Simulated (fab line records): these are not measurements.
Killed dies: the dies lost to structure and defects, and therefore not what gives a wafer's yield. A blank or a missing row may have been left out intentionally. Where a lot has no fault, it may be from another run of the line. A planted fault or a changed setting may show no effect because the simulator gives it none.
Matching of chambers :: flow sky130 :: SKY_VIA3_ETCH_15 on rie diel-01: 4 sister chambers
The step etches SiO2 in C4F8/O2/Ar, stops on TiN, target depth 507 nm, time 78 s. 14 wafers are shown with their chamber, then 7 later ones without.

## WAFERS WITH THEIR CHAMBER
wafer: L075.2
chamber: 3
oes product au (a.u.): 0.948

wafer: L075.3
chamber: 2
oes product au (a.u.): 0.947

wafer: L075.6
chamber: 0
oes product au (a.u.): 0.953

wafer: L077.2
chamber: 0
oes product au (a.u.): 0.955

wafer: L077.4
chamber: 3
oes product au (a.u.): 0.946

wafer: L077.5
chamber: 0
oes product au (a.u.): 0.949

wafer: L080.1
chamber: 0
oes product au (a.u.): 0.944

wafer: L080.2
chamber: 3
oes product au (a.u.): 0.948

wafer: L080.5
chamber: 3
oes product au (a.u.): 0.939

wafer: L082.1
chamber: 2
oes product au (a.u.): 0.942

wafer: L082.5
chamber: 0
oes product au (a.u.): 0.952

wafer: L082.6
chamber: 1
oes product au (a.u.): 0.939

wafer: L084.1
chamber: 1
oes product au (a.u.): 0.949

wafer: L084.4
chamber: 0
oes product au (a.u.): 0.943

SIGNATURES (means of the wafers above)
reading: oes product au
chamber 0: 0.94933
chamber 1: 0.94400
chamber 2: 0.94450
chamber 3: 0.94525
scatter within a chamber: 0.00488
Rule: a wafer's distance from a chamber is the root of the sum, over the readings, of the square of ((its reading less the chamber's mean) divided by the reading's scatter). The wafer belongs to the nearest chamber; if the next one is less than 2 further off, it can't be placed. The scatter: take each reading less its chamber's mean, square it, sum over the shown wafers, divide by the number of wafers less the number of chambers, and take the root.

## WAFERS WHOSE CHAMBER IS MISSING
wafer: L084.5
oes product au (a.u.): 0.942

wafer: L089.2
oes product au (a.u.): 0.950

wafer: L089.3
oes product au (a.u.): 0.942

wafer: L089.4
oes product au (a.u.): 0.939

wafer: L097.1
oes product au (a.u.): 0.944

wafer: L097.3
oes product au (a.u.): 0.946

wafer: L097.4
oes product au (a.u.): 0.947

## EACH ONE'S CHAMBER
wafer: L084.5
from the rows above: can't be placed: 1 or 2 or 3 or 0
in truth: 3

wafer: L089.2
from the rows above: can't be placed: 0 or 3 or 2 or 1
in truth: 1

wafer: L089.3
from the rows above: can't be placed: 1 or 2 or 3 or 0
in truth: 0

wafer: L089.4
from the rows above: can't be placed: 1 or 2 or 3 or 0
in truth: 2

wafer: L097.1
from the rows above: can't be placed: 1 or 2 or 3 or 0
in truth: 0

wafer: L097.3
from the rows above: can't be placed: 3 or 2 or 1 or 0
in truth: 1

wafer: L097.4
from the rows above: can't be placed: 3 or 0 or 2 or 1
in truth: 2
0 of 7 placed correctly. Cannot be placed on the basis of these rows: 7; the candidates contain the true chamber in 7. 0 placed wrongly.
